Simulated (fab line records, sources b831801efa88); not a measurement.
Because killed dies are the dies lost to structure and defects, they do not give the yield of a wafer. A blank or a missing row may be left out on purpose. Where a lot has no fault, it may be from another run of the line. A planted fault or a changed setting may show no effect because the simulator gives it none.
fab line records	flow sky130
[record] lots = 7	wafers = 19	lastDay = 50
route steps=708 shown FIELD_ISO@6 PAD_OPEN@708
lots that met no fault: taken from a fault-free run of the same line
startH: hours from the record's opening day to when the first of the lot's shown wafers began	waitH: hours from the lot's prior step to this one	" as in the row above	L1.1+2: a row that stands for several wafers	- value missing, or start not given	* or withheld: withheld	< > ~ a bound
route shown NAME@n: NAME is a module with steps in the file, n the number in the route of the first one	usual: mean/standard deviation taken from wafers without a fault	same: alike in all rows	chamber/n: place in a boat	sites: readings site by site	_std_site: their standard deviation	_edge_site: outer sites' mean less inner sites'	radiusMm: how far each site lies from the wafer's centre	mask NAME#n: copy n	behind: the last tool/chamber to shape the wafer	hold: cause of the lot's hold/its duration in hours/its outcome	device: whichever transistor did not switch (one of n, p or np)	end of line: at the end of the route, the tests of the same wafers	where a step has no rows: the recipe by itself	killed: not the wafer's yield, but the dies lost to structure and defects at the first sort	map: a wafer's dies, marking killed ones x, the rest . and places with no die _
set.NAME: the setting the step ran with; set.NAME@STEP: the setting that earlier step ran with	model.NAME: the simulator's own value behind a step, which no gauge read
lots seen at some steps along the route; tables by step, rows by wafer
services: the hour from which a tool's chamber was out of use, counted from the record's first day as startH (under 0 if before that day), plus the number of hours and why
[[steps]]
[step SKY_FIELD_ISO_DEHYDRATE_05]
[recipe] tempC = 200	timeS = 60
[step SKY_FIELD_ISO_HMDS_06]
[recipe] primeTimeS = 60	primeTempC = 120
[step SKY_FIELD_ISO_COAT_07]
[recipe] resist = BARC	tempC = withheld	timeS = withheld	spinRpm = 3000	resistThkNm = 60
[step SKY_FIELD_ISO_COAT_08]
[recipe] resist = KrF-thick	spinRpm = 3000	resistThkNm = 450
[step SKY_FIELD_ISO_SOFTBAKE_09]
[recipe] tempC = 100	timeS = 90	resist = KrF-thick
[step SKY_FIELD_ISO_EXPOSE_10]
[recipe] maskId = FOM	na = 0.68	sourceShape = annular	sigmaInner = 0.4	sigmaOuter = 0.8	targetCdNm = 150	doseMj = 28
[step SKY_FIELD_ISO_PEB_11]
[recipe] pebTempC = withheld	pebTimeS = withheld	resist = KrF-thick
[step SKY_FIELD_ISO_DEVELOP_12]
[recipe] developTimeS = 60	resist = KrF-thick	devTempC = 21
[step SKY_FIELD_ISO_CD_MEAS_13]
[recipe] targetCdNm = 150
[usual] cdNm = 150.4/1.5
lot.wafer	tool	chamber	startH	waitH	cdNm
L668.1	cdSem-02	-	54.59	-	151.1
L668.3	"	-	"	"	148.9
L668.6	"	-	"	"	148.9
L670.3	cdSem-01	-	64.94	-	151.8
L670.4	"	-	"	"	150.6
L670.5	"	-	"	"	149.0
L671.3	cdSem-02	-	70.68	-	150.6
L671.5	"	-	"	"	149.4
L672.2	cdSem-02	-	74.67	-	149.0
L672.4	"	-	"	"	149.5
L679.2	cdSem-02	-	111.25	-	151.6
L679.5	"	-	"	"	152.9
L679.6	"	-	"	"	151.5
L682.1	cdSem-01	-	131.60	-	149.7
L682.4	"	-	"	"	150.5
L682.6	"	-	"	"	150.0
L686.2	cdSem-01	-	150.37	-	153.1
L686.3	"	-	"	"	154.7
L686.6	"	-	"	"	154.0
[step SKY_FIELD_ISO_ETCH_14]
[recipe] chemistry = N2/H2	target = BARC	ionEnergyEv = 200	sourceW = 500	biasW = 100	pressureMtorr = 30	n2FlowSccm = 100	h2FlowSccm = 200	stopOn = SiO2	timeS = 45.9	targetDepthA = 600
[usual] drypumpMotorCurrentA = 5.7/0.54	oesProductAu = 0.856/0.0049	throttleValvePct = 13.225/0.0095
lot.wafer	tool	chamber	startH	waitH	drypumpMotorCurrentA	oesProductAu	rfHoursCounterH	throttleValvePct
L668.1	rieDiel-01	0	54.71	0.1	4.9	0.859	5	13.235
L668.3	"	3	"	"	5.8	0.861	95	13.220
L668.6	"	2	"	"	4.8	0.856	-	13.224
L670.3	rieDiel-01	1	65.02	0.1	6.4	0.858	7	13.224
L670.4	"	3	"	"	5.8	0.858	96	13.213
L670.5	"	0	"	"	5.0	0.859	-	13.223
L671.3	rieDiel-04	3	70.76	0.1	5.8	0.854	106	13.229
L671.5	"	3	"	"	5.8	0.864	-	13.224
L672.2	rieDiel-04	3	74.77	0.1	5.8	0.855	106	13.219
L672.4	"	2	"	"	5.6	0.859	149	13.217
L679.2	rieDiel-03	1	111.35	0.1	5.8	0.861	118	13.217
L679.5	"	2	"	"	5.7	0.854	-	13.227
L679.6	"	3	"	"	4.8	0.858	-	13.212
L682.1	rieDiel-04	0	131.72	0.1	6.5	0.857	1	13.234
L682.4	"	3	"	"	5.8	0.860	107	13.208
L682.6	"	3	"	"	5.8	0.855	-	13.222
L686.2	rieDiel-01	1	150.47	0.1	6.3	0.852	9	13.208
L686.3	"	2	"	"	4.7	0.853	5	13.222
L686.6	"	2	"	"	4.8	0.859	-	13.221
[step SKY_FIELD_ISO_ETCH_15]
[recipe] chemistry = CHF3/O2	targetDepthNm = 180	stopOn = Si	sourceW = 600	biasW = 200	pressureMtorr = 40	chf3FlowSccm = 50	O2_flow_sccm = 5	timeS = 72
[usual] chf3FlowSccm = 50.00/0.15	drypumpMotorCurrentA = 5.7/0.54	oesProductAu = 0.948/0.0064	throttleValvePct = 8.844/0.0087
lot.wafer	tool	chamber	startH	waitH	chf3FlowSccm	drypumpMotorCurrentA	oesProductAu	rfHoursCounterH	throttleValvePct
L668.1	rieDiel-01	0	54.75	0.0	49.87	4.9	0.946	5	8.847
L668.3	"	3	"	"	50.08	5.8	0.941	95	8.829
L668.6	"	2	"	"	49.68	4.8	0.939	-	8.839
L670.3	rieDiel-01	1	65.07	0.0	49.93	6.4	0.954	7	8.836
L670.4	"	3	"	"	49.95	5.8	0.951	96	8.869
L670.5	"	0	"	"	49.97	4.9	0.950	-	8.845
L671.3	rieDiel-04	3	70.80	0.0	50.06	5.8	0.936	106	8.841
L671.5	"	3	"	"	50.15	5.8	0.937	-	8.842
L672.2	rieDiel-04	3	74.82	0.0	49.94	5.8	0.941	106	8.838
L672.4	"	2	"	"	49.86	5.6	0.945	149	8.848
L679.2	rieDiel-03	1	111.40	0.0	49.96	5.8	0.949	118	8.866
L679.5	"	2	"	"	50.17	5.7	0.956	-	8.846
L679.6	"	3	"	"	50.16	4.8	0.944	-	8.842
L682.1	rieDiel-04	0	131.77	0.0	50.02	6.5	0.942	1	8.838
L682.4	"	3	"	"	49.76	5.8	0.944	107	8.834
L682.6	"	3	"	"	49.71	5.8	0.944	-	8.831
L686.2	rieDiel-01	1	150.52	0.0	50.07	6.4	0.954	9	8.843
L686.3	"	2	"	"	49.87	4.7	0.952	5	8.849
L686.6	"	2	"	"	50.32	4.8	0.955	-	8.843
[step SKY_FIELD_ISO_STRIP_16]
[recipe] chemistry = O2/N2	powerW = 1400	pressureMtorr = 1500	platenTempC = withheld	o2FlowSccm = 3000	n2FlowSccm = 300	overashFraction = 0.5
[usual] drypumpMotorCurrentA = 5.5/0.5	oesProductAu = 0.378/0.0051	stripTimeToEndpointS = 3.54/0.032
lot.wafer	tool	chamber	startH	waitH	drypumpMotorCurrentA	oesProductAu	rfHoursCounterH	stripTimeToEndpointS
L668.1	plasmaAsher-04	0	54.81	0.0	5.2	0.376	23	3.57
L668.3	"	0	"	"	5.2	0.377	-	3.57
L668.6	"	0	"	"	5.2	0.382	-	3.58
L670.3	plasmaAsher-01	1	65.16	0.1	5.4	0.375	-	3.57
L670.4	"	0	"	"	5.2	0.385	-	3.56
L670.5	"	0	"	"	5.2	0.379	-	3.59
L671.3	plasmaAsher-04	0	70.89	0.1	5.2	0.377	-	3.52
L671.5	"	1	"	"	5.1	0.385	-	3.47
L672.2	plasmaAsher-04	0	74.87	0.0	5.2	0.372	25	3.49
L672.4	"	0	"	"	5.2	0.376	-	3.51
L679.2	plasmaAsher-03	1	111.45	0.0	5.9	0.383	43	3.57
L679.5	"	0	"	"	6.6	0.374	-	3.58
L679.6	"	1	"	"	5.9	0.377	-	3.53
L682.1	plasmaAsher-04	1	131.82	0.0	5.1	0.375	31	3.53
L682.4	"	0	"	"	5.2	0.374	-	3.52
L682.6	"	1	"	"	5.1	0.380	-	3.53
L686.2	plasmaAsher-03	1	150.57	0.0	5.9	0.377	47	3.52
L686.3	"	0	"	"	6.5	0.375	-	3.52
L686.6	"	0	"	"	6.5	0.382	-	3.51
[step SKY_FIELD_ISO_ETCH_17]
[recipe] targetDepthA = 3420	maskMaterial = Si3N4	chemistry = HBr/Cl2/O2	target = Si	taperDeg = 5	icpW = 600	biasW = 150	pressureMtorr = 15	HBr_flow_sccm = 150	Cl2_flow_sccm = 40	O2_flow_sccm = 6	timeS = 97.7
[usual] drypumpMotorCurrentA = 5.8/0.35	heBacksideLeakSccm = 2.72/0.25	oesProductAu = 1.003/0.0068	throttleValvePct = 25.656/0.009
lot.wafer	tool	chamber	startH	waitH	drypumpMotorCurrentA	heBacksideLeakSccm	oesProductAu	rfHoursCounterH	throttleValvePct	model.FIELD_ISO.featureDepthNm	model.etch.depthNm	model.Si3N4_of_FIELD_ISO_CVD_03.thkNm
L668.1	rieSi-01	2	54.91	0.1	5.9	2.40	1.010	16	25.653	345.1	345.1	150.5
L668.3	"	3	"	"	6.2	2.70	1.001	24	25.646	346.5	346.5	149.8
L668.6	"	1	"	"	5.5	2.91	1.002	-	25.675	341.5	341.5	150.6
L670.3	rieSi-01	0	65.22	0.0	5.5	2.87	1.315	107	25.438	506.9	506.9	145.8
L670.4	"	1	"	"	5.5	2.90	1.315	52	25.443	507.7	507.7	145.7
L670.5	"	0	"	"	5.5	2.97	1.004	-	25.658	341.6	341.6	151.5
L671.3	rieSi-01	2	70.96	0.0	5.9	2.26	1.316	16	25.457	512.4	512.4	140.9
L671.5	"	3	"	"	6.2	2.73	1.011	-	25.668	349	349	148.2
L672.2	rieSi-01	3	74.97	0.1	6.2	2.64	1.010	24	25.653	343	343	149.1
L672.4	"	1	"	"	5.5	2.90	1.311	52	25.447	504.7	504.7	143.1
L679.2	rieSi-02	2	111.55	0.1	6.2	2.90	1.010	34	25.648	345.2	345.2	150.8
L679.5	"	3	"	"	5.4	2.80	1.009	-	25.667	345.8	345.8	151.9
L679.6	"	0	"	"	6.4	2.67	1.004	-	25.645	344.4	344.4	149.6
L682.1	rieSi-01	0	131.92	0.1	5.6	2.91	1.000	107	25.676	339.5	339.5	148.3
L682.4	"	2	"	"	6.0	2.50	1.001	17	25.649	342.4	342.4	149.7
L682.6	"	3	"	"	6.2	2.60	1.002	-	25.650	345.4	345.4	150.1
L686.2	rieSi-01	2	150.67	0.1	5.9	2.20	1.005	17	25.653	345.1	345.1	152
L686.3	"	0	"	"	5.6	2.90	1.001	108	25.652	341.5	341.5	151.7
L686.6	"	0	"	"	5.6	3.00	1.007	-	25.666	342.8	342.8	151.5
[step SKY_FIELD_ISO_WET_ETCH_18]
[recipe] chemistry = H3PO4	targetDepthNm = 25	tempC = 160	target = Si3N4	timeS = 286
[step SKY_FIELD_ISO_CLEAN_19]
[recipe] chemistry = SC1/SC2	mix = 1:4:20	tempC = 70	timeS = 150
[step SKY_FIELD_ISO_CLEAN_20]
[recipe] chemistry = dHF	timeS = 20	dilution = 100:1
[step SKY_FIELD_ISO_WET_ETCH_21]
[recipe] chemistry = dHF	dilution = 100:1	targetDepthNm = 20	dry = ipaMarangoni	target = SiO2	tempC = 25	timeS = 400
[step SKY_FIELD_ISO_OXIDATION_22]
[recipe] tempC = 950	ambient = O2	stabiliseS = 600	purgeS = 300	targetThkA = 100	oxTimeS = 623
[step SKY_FIELD_ISO_THK_MEAS_23]
[recipe] reads = SiO2_of_FIELD_ISO_OXIDATION_22
[usual] FIELD_ISO_OXIDATION_01_THK = 9.95/0.27
lot.wafer	tool	chamber	startH	waitH	FIELD_ISO_OXIDATION_01_THK[nm]
L668.1	filmMetro-04	-	57.12	0.0	10.19
L668.3	"	-	"	"	10.20
L668.6	"	-	"	"	10.19
L670.3	filmMetro-02	-	67.90	0.0	9.55
L670.4	"	-	"	"	9.47
L670.5	"	-	"	"	9.52
L671.3	filmMetro-01	-	74.97	0.0	10.25
L671.5	"	-	"	"	10.23
L672.2	filmMetro-04	-	77.81	0.0	10.33
L672.4	"	-	"	"	10.39
L679.2	filmMetro-02	-	114.54	0.0	10.11
L679.5	"	-	"	"	10.12
L679.6	"	-	"	"	10.06
L682.1	filmMetro-02	-	134.05	0.0	9.78
L682.4	"	-	"	"	9.82
L682.6	"	-	"	"	9.80
L686.2	filmMetro-04	-	152.20	0.0	9.54
L686.3	"	-	"	"	9.49
L686.6	"	-	"	"	9.50
[step SKY_FIELD_ISO_CVD_24]
[recipe] material = SiO2	targetThkNm = 595	tempC = 650	sigmaOpenFrac = 0.3	timeS = 99.2	sih4FlowSccm = 60	pressureMtorr = 6
[step SKY_FIELD_ISO_THK_MEAS_25]
[recipe] reads = SiO2_of_FIELD_ISO_CVD_24
[usual] FIELD_ISO_CVD_24_THK = 596/5.9
lot.wafer	tool	chamber	startH	waitH	FIELD_ISO_CVD_24_THK[nm]
L668.1	filmMetro-01	-	57.25	0.0	596
L668.3	"	-	"	"	599
L668.6	"	-	"	"	609
L670.3	filmMetro-04	-	68.03	0.1	594
L670.4	"	-	"	"	597
L670.5	"	-	"	"	600
L671.3	filmMetro-01	-	75.10	0.1	599
L671.5	"	-	"	"	602
L672.2	filmMetro-02	-	77.95	0.0	606
L672.4	"	-	"	"	597
L679.2	filmMetro-01	-	114.67	0.0	592
L679.5	"	-	"	"	585
L679.6	"	-	"	"	588
L682.1	filmMetro-01	-	134.19	0.0	605
L682.4	"	-	"	"	593
L682.6	"	-	"	"	599
L686.2	filmMetro-02	-	152.33	0.0	589
L686.3	"	-	"	"	595
L686.6	"	-	"	"	595
[step SKY_FIELD_ISO_ANNEAL_26]
[recipe] tempC = 1000	timeS = 1800	ambient = N2
[step SKY_FIELD_ISO_CMP_27]
[recipe] stopOn = Si3N4	tOverpolishS = 16	downForcePsi = 4	platenRpm = 60	targetThkNm = 457.8	padVelocityMS = 0.94248
[usual] motorCurrentA = 11.7/1	overpolishRunS = 16.000/0.0088	timeToEndpointS = 112/3.3
lot.wafer	tool	chamber	startH	waitH	motorCurrentA	overpolishRunS	timeToEndpointS
L668.1	cmp-02	0	59.53	0.1	11.0	16.005	108
L668.3	"	2	"	"	12.1	16.013	107
L668.6	"	3	"	"	12.8	16.013	111
L670.4	cmp-02	3	69.92	0.3	13.0	16.007	115
L670.3	"	0	"	"	10.8	16.005	116
L670.5	"	1	"	"	12.7	16.004	113
L671.3	cmp-02	0	76.74	0.1	11.0	15.997	111
L671.5	"	3	"	"	12.4	15.998	111
L672.4	cmp-01	2	80.71	0.0	11.6	16.009	107
L672.2	"	1	"	"	10.5	16.002	109
L679.2	cmp-02	3	116.69	0.0	12.6	15.998	114
L679.6	"	3	"	"	11.7	15.993	113
L679.5	"	0	"	"	10.8	16.015	110
L682.1	cmp-01	3	135.85	0.1	14.2	16.010	115
L682.4	"	0	"	"	11.7	15.982	113
L682.6	"	2	"	"	11.6	15.992	119
L686.3	cmp-02	3	156.71	0.1	11.7	16.011	115
L686.2	"	0	"	"	10.4	15.984	118
L686.6	"	2	"	"	11.5	16.015	116
[step SKY_FIELD_ISO_WET_ETCH_28]
[recipe] chemistry = dHF	targetDepthNm = 23.7	target = SiO2	dilution = 10:1	tempC = 25	timeS = 47
lot.wafer	tool	chamber	startH	waitH	model.Si3N4_of_FIELD_ISO_CVD_03.thkNm
L668.1	wetBench-03	3	59.78	0.2	119.9
L668.3	"	3	"	"	119.1
L668.6	"	3	"	"	120.1
L670.3+4	wetBench-02	0	70.12	0.1	114.3
L670.5	"	0	"	"	120.1
L671.3	wetBench-03	0	76.94	0.1	108.8
L671.5	"	0	"	"	116.1
L672.2	wetBench-01	0	81.01	0.1	118.5
L672.4	"	0	"	"	112.5
L679.2	wetBench-01	3	116.99	0.2	119.5
L679.5	"	3	"	"	120.7
L679.6	"	3	"	"	118.5
L682.1	wetBench-01	3	136.05	0.1	117
L682.4	"	3	"	"	118.6
L682.6	"	3	"	"	118.9
L686.2+3	wetBench-01	0	156.91	0.1	121.8
L686.6	"	0	"	"	121.5
[step SKY_FIELD_ISO_WET_ETCH_29]
[recipe] chemistry = H3PO4	targetDepthNm = 160	target = Si3N4	tempC = 160	timeS = 1825
[step SKY_PAD_OPEN_PROBE_99]
[usual] killed_at_M0_to_M3 = 44/7	killed_at_M4_up = 3.2/1.8	killedAtContacts = 24/5.1	killedAtFrontEnd = 15/4.3	killedAtOther = 0.3/0.5	killedDies = 86/9.6	killedOpen = 48/7.1	killedShort = 38/6.7
[same] grossDies = 492	killedAtBackSide = 0
lot.wafer	tool	chamber	startH	waitH	killed_at_M0_to_M3	killed_at_M4_up	killedAtContacts	killedAtFrontEnd	killedAtOther	killedDies	killedOpen	killedShort
L672.2	prober-02	-	1128.71	0.1	51	3	27	16	0	97	59	37
L672.4	prober-02	-	1128.81	0.2	53	4	20	11	0	88	42	45
// killed by level:class
L672.2 VIA1:geometricParticle:open=12 VIA2:geometricParticle:open=11 CONTACT:geometricParticle:open=10 LI_CONTACT:geometricParticle:open=9 METAL1:geometricParticle:short=7 VIA3:geometricParticle:open=7 METAL2:geometricParticle:short=5 FIELD_ISO:geometricParticle:short=4
L672.4 VIA1:geometricParticle:open=13 METAL1:geometricParticle:short=10 VIA2:geometricParticle:open=6 CONTACT:geometricParticle:open=6 METAL3:geometricParticle:short=6 LOCAL_INTERCONNECT:geometricParticle:short=5 FIELD_ISO:geometricParticle:open=4 LI_CONTACT:geometricParticle:open=4
[[services]]
tool	chamber	startH	hours	kind
cmp-01	-	31.45	0.8	repair
rieDiel-04	0	37.51	5.5	repair
cmp-01	-	39.02	1.0	repair
cmp-02	-	43.00	0.4	repair
cmp-01	-	48.17	2.1	repair
cmp-01	-	49.07	3.1	repair
rieDiel-04	0	51.01	-	clean
rieDiel-04	0	51.01	20.8	scheduledDown
rieDiel-04	0	51.01	20.8	ventCycle
rieDiel-03	3	58.23	-	clean
rieDiel-03	3	58.23	16.8	scheduledDown
rieDiel-03	3	58.23	16.8	ventCycle
wetBench-01	-	58.74	4.4	pm
cmp-01	-	63.73	0.4	repair
cmp-01	-	67.32	4.0	pm
cmp-01	-	71.32	-	consumableReplace:conditioner
rieDiel-03	0	78.66	6.0	repair
rieDiel-04	1	93.04	3.5	repair
plasmaAsher-01	-	108.75	9.0	pm
rieDiel-03	-	120.30	0.9	repair
cmp-02	-	122.58	1.4	repair
wetBench-02	-	125.66	1.7	repair
plasmaAsher-04	-	142.21	0.7	repair
rieDiel-04	3	155.82	3.8	repair
[[key]]
[firstSign] step = SKY_FIELD_ISO_ETCH_17	reading = oesProductAu	direction = up	sigmas = 46	usual = 1.003	struck = 1.314
[effect] step = SKY_FIELD_ISO_ETCH_17	reading = throttleValvePct	direction = down	sigmas = 23	usual = 25.656	struck = 25.446
[modelEffect] step = SKY_FIELD_ISO_ETCH_17	value = FIELD_ISO.featureDepthNm	without = 343.1	struck = 507.9
[modelEffect] step = SKY_FIELD_ISO_WET_ETCH_28	value = Si3N4_of_FIELD_ISO_CVD_03.thkNm	without = 119.7	struck = 112.5
metAt SKY_FIELD_ISO_ETCH_17
struckWafers L670.3,L670.4,L671.3,L672.4
testerLeftOut L670,L671,L672
onsetBetween 54.91 65.22
[fault] kind = processParameterDrift	tool = rieSi-01	chamber = -	onsetH = 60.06	steps = SKY_FIELD_ISO_ETCH_17	channel = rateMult	offset = 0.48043	shape = step	endH = 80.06	scope = struckWafersOnly
// testerLeftOut: of these lots the tester's yield and bins aren't shown, on N5 and GAA mostly nor the transistor test; their killed dies are dies lost to structure and defects alone, not to doping, threshold or leakage, so they don't give the yield
